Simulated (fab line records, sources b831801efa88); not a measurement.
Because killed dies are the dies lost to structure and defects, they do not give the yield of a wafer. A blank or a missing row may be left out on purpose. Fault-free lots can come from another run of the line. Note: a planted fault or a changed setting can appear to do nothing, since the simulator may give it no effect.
Problem report in the 8D (eight disciplines) form, filled by code | flow gf180mcu | the parts of the form that need people (team, actions taken, sign-off) are left out

1. WHAT IS WRONG
At GF_STI_ETCH_14, run-length-s averages 99.1 s over 9 wafers from 3 lots, while fault-free wafers read 131.1 s, standard deviation 0.6. That puts it -53 standard deviations away from the usual mean.
The step: etches Si in HBr/Cl2/O2, target depth 360 nm, time 102.9 s.
The first sign was on wafer L896.2 at day 4 15:02, on rie-si-02. The record holds 45 wafers of 15 lots with a number at this step. By rule, "out" or "out of limits" means more than 4 standard deviations away from the usual mean. Any other wafer with a number is counted as sound.

2. WHAT IT IS AND WHAT IT IS NOT
question                    | is                     | is not
which readings at this step | run-length-s           | drypump-motor-current-A
which lots                  | L896, L897, L899       | L884, L885, L886, L887, L888, L889, L890, L891, L892, L894, L898, L904
which wafers of those lots  | all that have a number | -
read on which tools         | rie-si-02              | rie-si-01
when                        | from day 4 15:02       | up to then (30 sound wafers); but 6 sound wafers of L898, L904 came after

3. WHAT RULES OUT EACH SUSPECT
Counting: a tool at a process step up to the reading stays a suspect if it ran every lot that is out and no sound lot after the first of them.
- rie-si-02 at GF_STI_ETCH_14 (etches Si in HBr/Cl2/O2, target depth 360 nm, time 102.9 s): kept. It ran every lot that is out, first L896 (day 4 15:02), and no sound lot after that; its last sound lot up to then is L894 (day 4 04:47). Out on those wafers are its own readings of run-length-s.
The count leaves rie-si-02 at GF_STI_ETCH_14.

4. THE CAUSE (what the simulator had put in)
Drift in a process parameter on rie-si-02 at GF_STI_ETCH_14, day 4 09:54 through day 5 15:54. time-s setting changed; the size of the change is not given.
After counting, this tool was the only one left.

5. SEQUENCE OF EFFECTS, ordered by route
One row per reading whose mean, taken over the struck wafers that have a number, lies over 3 standard deviations from the usual. Only readings for which the record gives a usual standard deviation are gone through. hours: the time from each lot's start at the first step in this table that gives one to its start at this step, as a median over the lots. sigmas: the change in usual standard deviations.
hours | step            | reading                  | usual      | on struck wafers | change | sigmas
0     | GF_STI_ETCH_14  | run-length-s             | 131.1 s    | 99.1             | -32.0  | -53
0     | GF_STI_STRIP_15 | oes-product-au           | 0.383 a.u. | 0.399            | +0.016 | +3.6
0     | GF_STI_STRIP_15 | strip-time-to-endpoint-s | 3.71 s     | 4.12             | +0.41  | +10
Here are the process steps it includes:
- GF_STI_ETCH_14: etches Si in HBr/Cl2/O2, target depth 360 nm, time 102.9 s.
- GF_STI_STRIP_15: strips in O2/N2.
At these later measuring or inspecting steps, every struck wafer for which the step has a row has a number for every such reading, and none has moved that far: GF_LVPWELL_OVL_MEAS_07.

6. WHAT WOULD HAVE CAUGHT IT SOONER
5 hours passed between the start of the fault at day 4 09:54 and the first reading out of limits in this record, taken at day 4 15:02.
